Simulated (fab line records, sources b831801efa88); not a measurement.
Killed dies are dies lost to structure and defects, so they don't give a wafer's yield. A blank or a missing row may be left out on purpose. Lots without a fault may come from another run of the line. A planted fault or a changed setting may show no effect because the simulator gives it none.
A struck lot beside a sound one | flow gf180mcu | 25 steps out of a route of 602
Sound: wafers L677.1, L677.4, L677.6. Struck: wafers L676.1, L676.4, L676.5. The cause comes at the end.
At each step with rows: each side's tool, then ch and its chambers, then its first start. Under that, the readings that differ: sound wafers | struck wafers | difference of the means | sigmas: that difference in standard deviations of wafers without a fault.
alike: readings whose means differ by less than 2 such deviations, and words and numbers that are the same on both sides. not compared: withheld readings, readings that some wafer has no value for, bounds like >300 that may hide the same value, and numbers for which the record gives no deviation and whose values overlap.
The two part at a step that has a row with sigmas, a row that says differs or no value, or rows on one side only. Numbers that don't overlap but have no deviation are shown without sigmas and don't part them. A reading that every wafer of one side lacks parts them only if that side has two wafers or more.

first, 4 steps without rows for these wafers: GF_CONTACT_CLEAN_20 (cleans in DIW); GF_CONTACT_CLEAN_21 (cleans in dHF, time 20 s); GF_CONTACT_SPUTTER_22 (material Ti, target thk 15 nm, time 80.02 s); GF_CONTACT_SPUTTER_23 (material TiN, target thk 10 nm, time 40 s).
GF_CONTACT_CVD_24: deposits W, target thk 300 nm, time 90.339 s.
  sound on cvd_w-02 ch 0,1, day 20 08:55; struck on cvd_w-02 ch 0,1, day 19 19:51
  alike: heater_power_w
GF_CONTACT_RS_MEAS_25: measures by four-point-probe.
  sound on film_metro-04, day 20 09:01; struck on film_metro-04, day 19 19:57
  alike: CONTACT_W_RS
GF_CONTACT_THK_MEAS_26: measures by xrf.
  sound on film_metro-04, day 20 09:08; struck on film_metro-04, day 19 20:04
  alike: CONTACT_W_THK
then, 1 step without rows for these wafers: GF_CONTACT_CMP_27 (polishes, stops on SiO2, t overpolish 15 s, target thk 0 nm).
GF_M1_SPUTTER_00: material Ti, target thk 37.5 nm, time 150 s.
  sound on pvd_sputter-02, day 20 09:30; struck on pvd_sputter-01, day 19 20:26
  alike: cathode_dc_power_W, chamber_pressure_pa, substrate_temp_c, throttle_valve_pct
GF_M1_SPUTTER_01: material TiN, target thk 30 nm, time 25 s.
  sound on pvd_sputter-02, day 20 09:36; struck on pvd_sputter-01, day 19 20:32
  alike: cathode_dc_power_W, chamber_pressure_pa, throttle_valve_pct
GF_M1_SPUTTER_02: material AlCu, target thk 450 nm, time 23.9 s.
  sound on pvd_sputter-02, day 20 09:38; struck on pvd_sputter-01, day 19 20:34
  alike: cathode_dc_power_W, chamber_pressure_pa, throttle_valve_pct
GF_M1_SPUTTER_03: material Ti, target thk 10 nm, time 6.7 s.
  sound on pvd_sputter-02, day 20 09:40; struck on pvd_sputter-01, day 19 20:35
  alike: cathode_dc_power_W, chamber_pressure_pa, substrate_temp_c, throttle_valve_pct
GF_M1_SPUTTER_04: material TiN, target thk 50 nm, time 41.7 s.
  sound on pvd_sputter-02, day 20 09:41; struck on pvd_sputter-01, day 19 20:37
  no value came back on the struck wafers for cathode_dc_power_W (W), chamber_pressure_pa (Pa), throttle_valve_pct (%); on the sound wafers cathode_dc_power_W (W) reads 6498.5 6498.2 6500.4
GF_M1_THK_MEAS_06: measures by xrf.
  sound on film_metro-03, day 20 09:50; struck on film_metro-04, day 19 20:46
  reading          | sound       | struck      | difference | sigmas
  M1_ALCU_THK (nm) | 452 450 454 | 508 497 502 | +50        | +9
then, 7 steps without rows for these wafers: GF_M1_DEHYDRATE_07 (time 60 s); GF_M1_HMDS_08 (prime time 60 s); GF_M1_COAT_09 (resist thk 1000 nm); GF_M1_SOFTBAKE_10 (time 60 s); GF_M1_EXPOSE_11 (exposes mask Metal1, target cd 230 nm); GF_M1_PEB_12 (peb time 90 s); GF_M1_DEVELOP_13 (develop time 60 s).
GF_M1_CD_MEAS_14: target cd 230 nm.
  sound on cd_sem-02, day 21 09:54; struck on cd_sem-02, day 20 20:57
  reading    | sound             | struck            | difference | sigmas
  cd_nm (nm) | 228.5 229.0 227.3 | 231.4 231.4 231.5 | +3.2       | +2
GF_M1_OVL_MEAS_15:
  sound on overlay-02, day 21 10:01; struck on overlay-01, day 20 21:04
  alike: M1_OVL
GF_M1_METAL_ETCH_16: etches the open film in Cl2/BCl3, stops on SiO2, target depth 627.5 nm, time 104.6 s.
  sound on rie_metal-04 ch 0,1, day 21 10:04; struck on rie_metal-04 ch 0, day 20 21:07
  reading                | sound                | struck               | difference | sigmas
  oes_product_au (a.u.)  | 0.974 0.965 0.968    | 0.984 0.990 0.990    | +0.019     | +3
  throttle_valve_pct (%) | 28.235 28.261 28.259 | 28.216 28.228 28.223 | -0.029     | -3
  alike: bias_w, drypump_motor_current_A
  not compared: rf_hours_counter_h
then, 1 step without rows for these wafers: GF_M1_STRIP_17 (strips in O2/N2).

WHERE THEY PART
First at GF_M1_SPUTTER_04; last, within this record, at GF_M1_METAL_ETCH_16.

WHY: what the simulator had put in
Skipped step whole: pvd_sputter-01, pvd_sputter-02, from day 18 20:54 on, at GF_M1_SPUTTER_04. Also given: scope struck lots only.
